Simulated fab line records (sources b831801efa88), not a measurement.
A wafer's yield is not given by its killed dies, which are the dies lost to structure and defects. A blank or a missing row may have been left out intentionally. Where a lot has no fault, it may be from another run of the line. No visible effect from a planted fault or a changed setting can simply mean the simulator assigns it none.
Lot-split experiment -- flow sky130 -- 5 lots, 23 wafers read, on a route of 708 steps

THE SPLIT
At SKY_VT_ADJUST_HVTR_COAT_02 (resist thk 1140 nm), the setting resist_thk_nm was moved away from the recipe's 1140 nm on 10 of the 23 wafers read, by -5.9% to +3.3%. For the rest of the wafers, this setting stayed at what the recipe calls for.

The split's own step is where the reading is taken.

THE READING
NOVOLAK_of_VT_ADJUST_HVTR_COAT_02.thk_nm (the simulator's own value, which no gauge read), in nm, at SKY_VT_ADJUST_HVTR_COAT_02 (resist thk 1140 nm). The file does not state a usual value for it. Average 1141 nm, standard deviation 2.3 nm, over the 13 wafers here run with the recipe.

wafer,"tool, chamber at the split","resist_thk_nm as run, nm",against the recipe,"NOVOLAK_of_VT_ADJUST_HVTR_COAT_02.thk_nm, nm",against lot-mates on the recipe
L074.1,"litho_track-04, 0",1178,+3.3%,1180,+42
L074.3,"litho_track-04, 0",1140,recipe,1139,-
L074.4,"litho_track-04, 0",1178,+3.3%,1179,+40
L074.5,"litho_track-04, 0",1178,+3.3%,1178,+40
L074.6,"litho_track-04, 0",1140,recipe,1138,-
L079.4,"litho_track-01, 0",1140,recipe,1139,-
L079.5,"litho_track-01, 0",1140,recipe,1138,-
L079.6,"litho_track-01, 0",1140,recipe,1140,-
L082.1,"litho_track-01, 0",1140,recipe,1144,-
L082.5,"litho_track-01, 0",1140,recipe,1144,-
L082.2,"litho_track-01, 0",1073,-5.9%,1075,-68
L082.4,"litho_track-01, 0",1140,recipe,1142,-
L082.6,"litho_track-01, 0",1073,-5.9%,1076,-67
L083.1,"litho_track-04, 0",1140,recipe,1143,-
L083.4,"litho_track-04, 0",1140,recipe,1143,-
L083.2,"litho_track-04, 0",1119,-1.8%,1121,-20
L083.3,"litho_track-04, 0",1119,-1.8%,1124,-17
L083.5,"litho_track-04, 0",1140,recipe,1138,-
L084.1,"litho_track-02, 0",1098,-3.7%,1103,-40
L084.2,"litho_track-02, 0",1140,recipe,1143,-
L084.5,"litho_track-02, 0",1140,recipe,1143,-
L084.3,"litho_track-02, 0",1098,-3.7%,1100,-43
L084.6,"litho_track-02, 0",1098,-3.7%,1099,-44

FIT RESULTS
A straight line over all 23 wafers: NOVOLAK_of_VT_ADJUST_HVTR_COAT_02.thk_nm changes by +11.1 nm for each +1% of resist_thk_nm; r = +1.00; the points scatter about the line by 2.1 nm.
The same after taking each lot's own level away (the mean of its wafers on the recipe; 23 wafers): +11.7 nm for each +1%; r = +1.00; scatter 1.6 nm.
Per that fit: largest resist_thk_nm move, reading shift of 69 nm.
The lots' own levels span 1138.5 to 1143.3 nm, that is 2.1 times the standard deviation above.
So the lot-to-lot level changes the slope little: the two slopes agree.
Check: -67.9 nm against its lot-mates is what the line predicts for one of the wafers moved furthest among these (-5.9%) when that wafer is left out of the fit. Against them it came out at -68.3 nm.

THE OTHER SPLITS THESE WAFERS WENT THROUGH
Note: prior to the reading, these wafers also went through further splits. Each is held against what the fit with the lots' levels taken away leaves over:
other split on the same wafers,wafers away from the commonest value,r with NOVOLAK_of_VT_ADJUST_HVTR_COAT_02.thk_nm (lot level and that fit taken away)
SKY_FIELD_ISO_OXIDATION_01 temp_c,15,+0.04
SKY_FIELD_ISO_EXPOSE_10 dose_mj,7,-0.03
SKY_DNWELL_SOFTBAKE_03 temp_c,10,-0.02
SKY_PWDE_COAT_02 resist_thk_nm,6,-0.02
SKY_NWELL_IMPLANT_12 energy_kev,9,-0.10
SKY_VT_ADJUST_HVTP_STRIP_10 pressure_mtorr,18,-0.13
SKY_VT_ADJUST_LVTN_IMPLANT_08 energy_kev,9,-0.08
SKY_VT_ADJUST_NCORE_COAT_02 resist_thk_nm,7,+0.03

FILE'S OWN FIT
NOVOLAK_of_VT_ADJUST_HVTR_COAT_02.thk_nm changes by +11.5 nm for each +1% of resist_thk_nm, r = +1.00.
